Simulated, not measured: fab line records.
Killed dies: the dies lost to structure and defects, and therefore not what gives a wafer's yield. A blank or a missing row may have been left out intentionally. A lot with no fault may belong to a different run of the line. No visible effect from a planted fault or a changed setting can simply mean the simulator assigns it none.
The tool behind it: which one? | flow gf180mcu | 7 lots, 21 wafers sampled, at 2 steps of a route of 602

== WHAT THE GAUGES SHOWED, per wafer ==
GF_HV_LDD_TW_MEAS_50.
lot  | measured     | on            | HV_LDD_4_TW
L196 | day 12 21:49 | film metro-01 | 570 572 573
L198 | day 13 12:03 | film metro-03 | 571 570 568
L201 | day 14 15:26 | film metro-01 | 572 570 572
L207 | day 16 15:01 | film metro-04 | 571 568 568
L211 | day 18 08:41 | film metro-03 | 867 867 865 866 866 864
L215 | day 19 11:11 | film metro-01 | 579 575 578
L217 | day 20 05:49 | film metro-01 | 570 576 575

== TOOL THAT RAN EACH LOT (tool first, then ch and the chambers of the sampled wafers, then the start) ==
lot  | GF_HV_LDD_IMPLANT_48
L196 | implanter-02 ch 0, day 12 21:34
L198 | implanter-01 ch 0, day 13 11:50
L201 | implanter-02 ch 0, day 14 15:13
L207 | implanter-01 ch 0, day 16 14:46
L211 | implanter-02 ch 0, day 18 08:26
L215 | implanter-01 ch 0, day 19 10:56
L217 | implanter-04 ch 0, day 20 05:36
- GF_HV_LDD_IMPLANT_48

== THE ANSWER, worked out from the rows above alone ==
Rule: the lots themselves supply what counts as usual. Put in order of their means at a reading, lots are off if they are a third of the lots or fewer, leave a main group of 4 or more, and stand apart from it by a gap of 3 or more times the standard deviation of the main group's means; of several such gaps the widest counts. The tables above print the reading to a certain number of digits; a main group whose means all agree to those digits is not used. Also off: a lot with no number at a reading for which 4 or more lots have one. All remaining lots with rows at the step are treated as sound.
Off: L211, at GF_HV_LDD_TW_MEAS_50 (HV_LDD_4_TW). The main group: mean 572, standard deviation 2.8.
If a tool, at a process step before that reading, ran all the lots that are off and no sound lot after the first of them, it fits. Gauges at GF_HV_LDD_TW_MEAS_50: tried the same way as those tools. This does not decide it: 2 tools fit, namely implanter-02 at GF_HV_LDD_IMPLANT_48 and film metro-03 at GF_HV_LDD_TW_MEAS_50.

== WHAT THE SIMULATOR HAD INSERTED ==
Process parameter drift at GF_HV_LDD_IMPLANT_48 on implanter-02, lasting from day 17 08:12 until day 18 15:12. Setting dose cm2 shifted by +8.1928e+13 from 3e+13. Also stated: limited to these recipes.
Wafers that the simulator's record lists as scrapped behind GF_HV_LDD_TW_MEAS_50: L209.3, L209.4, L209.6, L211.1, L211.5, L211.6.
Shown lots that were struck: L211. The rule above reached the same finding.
